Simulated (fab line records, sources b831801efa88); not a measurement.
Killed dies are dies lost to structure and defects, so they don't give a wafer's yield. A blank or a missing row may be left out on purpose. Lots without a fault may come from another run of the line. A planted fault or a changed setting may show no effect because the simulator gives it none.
Problem report in the 8D (eight disciplines) form, filled by code | flow gf180mcu | the parts of the form that need people (team, actions taken, sign-off) are left out

1. THE PROBLEM
V3_CVD_00_THK at GF_V3_THK_MEAS_01 reads a mean of 296 nm on 9 wafers of 3 lots; wafers without a fault read 599 nm with a standard deviation of 7.2. That is -42 standard deviations from the usual mean.
First seen on wafer L402.1, day 25 20:18, on film_metro-01. The record holds 39 wafers of 13 lots with a number at this step. Rule for "out", or "out of limits": more than 4 standard deviations from the usual mean. The other wafers with a number count as sound.

2. WHAT IT IS AND WHAT IT IS NOT
question                    | is                                          | is not
which readings at this step | V3_CVD_00_THK                               | -
which lots                  | L402, L404, L405                            | L391, L393, L395, L396, L398, L399, L407, L410, L412, L413
which wafers of those lots  | all that have a number                      | -
read on which gauges        | film_metro-01, film_metro-02, film_metro-03 | -
when                        | from day 25 20:18                           | up to then (18 sound wafers); but 12 sound wafers of L407, L410, L412, L413 came after

3. SUSPECTS, AND WHAT RULES EACH OUT
Counting: a tool at a process step up to the reading stays a suspect if it ran every lot that is out and no sound lot after the first of them.
- the gauge at GF_V3_THK_MEAS_01: ruled out. The wafers that are out were read on 3 gauges (film_metro-01, film_metro-02, film_metro-03).
- hdpcvd-02 at GF_V3_CVD_00 (deposits SiO2, target thk 600 nm, time 100 s): kept. It ran every lot that is out, first L402 (day 25 20:13), and no sound lot after that; its last sound lot up to then is L399 (day 24 22:23). Its own readings are out on those wafers: sih4_flow_sccm.
Left after counting: hdpcvd-02 at GF_V3_CVD_00.

4. THE CAUSE (what the simulator had put in)
Process parameter drift: hdpcvd-02, from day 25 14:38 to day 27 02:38, at GF_V3_CVD_00. Setting sih4_flow_sccm, moved by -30, from 60. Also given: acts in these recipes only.
Counting left only this tool.

5. THE CHAIN OF EFFECTS, in route order
Each row: a reading whose mean over the struck wafers that have a number lies more than 3 standard deviations from the usual. Only readings for which the record gives a usual standard deviation are gone through. hours: the time from each lot's start at the first step in this table that gives one to its start at this step, as a median over the lots. sigmas: the change in usual standard deviations.
hours | step              | reading        | usual      | on struck wafers | change | sigmas
0     | GF_V3_CVD_00      | sih4_flow_sccm | 60.01 sccm | 29.97            | -30.04 | -99 or more
0     | GF_V3_THK_MEAS_01 | V3_CVD_00_THK  | 599 nm     | 296              | -303   | -42
The process steps in it:
- GF_V3_CVD_00: deposits SiO2, target thk 600 nm, time 100 s.
Later measuring or inspecting steps at which every struck wafer that the step has a row for has a number for every such reading, and none has moved that far: GF_V3_THK_MEAS_03.

6. WHAT WOULD HAVE CAUGHT IT SOONER
In this record the first reading out of limits at a measuring or inspecting step was taken at day 25 20:18, 6 hours after the fault began at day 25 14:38.
The tool's own readings at GF_V3_CVD_00 were out on every struck wafer that the step has a row for (sih4_flow_sccm): an alarm limit on them would have fired on the first of those.
Of the lots that are out (3), L404, L405 began GF_V3_CVD_00 on hdpcvd-02 after day 25 20:18. A hold on the tool at that time would have spared those 2.
